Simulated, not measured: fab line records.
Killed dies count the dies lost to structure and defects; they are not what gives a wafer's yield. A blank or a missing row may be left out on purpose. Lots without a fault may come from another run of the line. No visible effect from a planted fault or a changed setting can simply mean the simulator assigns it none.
Which of the tools did it? | flow sky130 | 13 lots, 39 wafers sampled, at 3 steps of a route of 708

== WHAT THE GAUGES SHOWED, per wafer ==
SKY_PWDE_OVL_MEAS_07. Usual: for PWDE_OVL the level is -0.7 nm and the standard deviation is 1.5.
lot  | measured    | on         | PWDE_OVL (nm)  | flag
L828 | day 4 18:03 | overlay-01 | -1.2 -1.4 -1.9 |
L830 | day 5 06:13 | overlay-02 | 0.0 0.8 -0.6   |
L829 | day 5 06:51 | overlay-01 | -1.9 -3.3 -0.6 |
L831 | day 5 17:39 | overlay-01 | -1.1 -0.9 -0.7 |
L832 | day 5 18:00 | overlay-02 | -2.5 2.0 -1.5  |
L833 | day 6 05:09 | overlay-01 | -1.7 -1.6 -1.6 |
L834 | day 6 05:24 | overlay-01 | -1.1 -2.1 0.3  |
L835 | day 6 12:25 | overlay-01 | -0.7 -0.7 -2.3 |
L837 | day 6 17:40 | overlay-01 | 0.9 1.0 2.6    |
L840 | day 6 21:27 | overlay-02 | 0.2 0.0 0.5    |
L843 | day 7 15:52 | overlay-01 | - - -          | OFF
L845 | day 8 05:36 | overlay-01 | -2.0 -2.5 -2.0 |
L846 | day 8 08:51 | overlay-02 | -0.6 0.4 0.0   |

SKY_PWDE_TW_MEAS_10. Usual: for PWDE_TW the level is 375 and the standard deviation is 4.1.
lot  | measured    | on            | PWDE_TW     | flag
L828 | day 4 18:20 | film metro-04 | 382 380 381 |
L830 | day 5 06:30 | film metro-02 | 374 374 374 |
L829 | day 5 07:08 | film metro-04 | 379 379 381 |
L831 | day 5 17:56 | film metro-03 | 371 370 370 |
L832 | day 5 18:17 | film metro-02 | 371 373 373 |
L833 | day 6 05:26 | film metro-03 | 374 372 372 |
L834 | day 6 05:41 | film metro-02 | 371 371 373 |
L835 | day 6 12:42 | film metro-02 | 370 371 371 |
L837 | day 6 17:57 | film metro-02 | 372 371 372 |
L840 | day 6 21:44 | film metro-02 | 372 373 372 |
L843 | day 7 16:09 | film metro-04 | 31 31 31    | OFF
L845 | day 8 05:53 | film metro-02 | 373 374 373 |
L846 | day 8 09:08 | film metro-04 | 380 380 381 |

== WHICH TOOL RAN EACH LOT (tool, then ch and the chambers of the sampled wafers, then the start) ==
lot  | SKY_PWDE_EXPOSE_04
L828 | iline stepper-02 ch 0, day 4 10:45
L830 | iline stepper-02 ch 0, day 4 22:19
L829 | iline stepper-02 ch 0, day 4 22:42
L831 | iline stepper-02 ch 0, day 5 08:51
L832 | iline stepper-01 ch 0, day 5 09:22
L833 | iline stepper-01 ch 0, day 5 20:06
L834 | iline stepper-02 ch 0, day 5 20:20
L835 | iline stepper-01 ch 0, day 6 02:40
L837 | iline stepper-02 ch 0, day 6 08:28
L840 | iline stepper-02 ch 0, day 6 11:45
L843 | iline stepper-01 ch 0, day 7 06:24
L845 | iline stepper-01 ch 0, day 7 19:13
L846 | iline stepper-01 ch 0, day 7 22:33
- SKY_PWDE_EXPOSE_04: exposes mask PWDEM, target cd 840 nm.

== WHAT THE TOOLS THEMSELVES READ (means of the sampled wafers that have a number; where no wafer has one, the mark that the record gives instead) ==
SKY_PWDE_EXPOSE_04. Usual: stage vel mm s 500.02 mm/s, standard deviation 0.25.
lot  | tool             | stage vel mm s (mm/s) | flag
L828 | iline stepper-02 | 499.85                |
L830 | iline stepper-02 | 500.11                |
L829 | iline stepper-02 | 499.94                |
L831 | iline stepper-02 | 500.06                |
L832 | iline stepper-01 | 500.12                |
L833 | iline stepper-01 | 500.33                |
L834 | iline stepper-02 | 499.94                |
L835 | iline stepper-01 | 500.19                |
L837 | iline stepper-02 | 499.97                |
L840 | iline stepper-02 | 499.85                |
L843 | iline stepper-01 | 500.20                |
L845 | iline stepper-01 | 499.89                |
L846 | iline stepper-01 | 500.15                |

== THE ANSWER, worked out from the rows above alone ==
Rule: a lot counts as off when the mean over its wafers that have a number is more than 3 standard deviations away from the usual mean. A lot without any number at a reading at which 4 lots or more have one is off too. Any other lot the step has rows for is counted as sound. The gauges are gone through in route order, then the tools' own readings, and for those a lot's mean is taken as printed above. At the first step where some lot is off, the reading lying furthest off is the one used; lots without a number count as furthest.
Off: L843, seen at SKY_PWDE_OVL_MEAS_07 (PWDE_OVL). Without a number there: L843.
A tool fits if, at a process step before that reading, it ran every lot that is off, and no sound lot after the first of them. The gauges at SKY_PWDE_OVL_MEAS_07 aren't tried: what is off there is off at SKY_PWDE_TW_MEAS_10 too, on other tools, and a gauge's error can't cause that. None of those tried fits.

== WHAT THE SIMULATOR PUT IN ==
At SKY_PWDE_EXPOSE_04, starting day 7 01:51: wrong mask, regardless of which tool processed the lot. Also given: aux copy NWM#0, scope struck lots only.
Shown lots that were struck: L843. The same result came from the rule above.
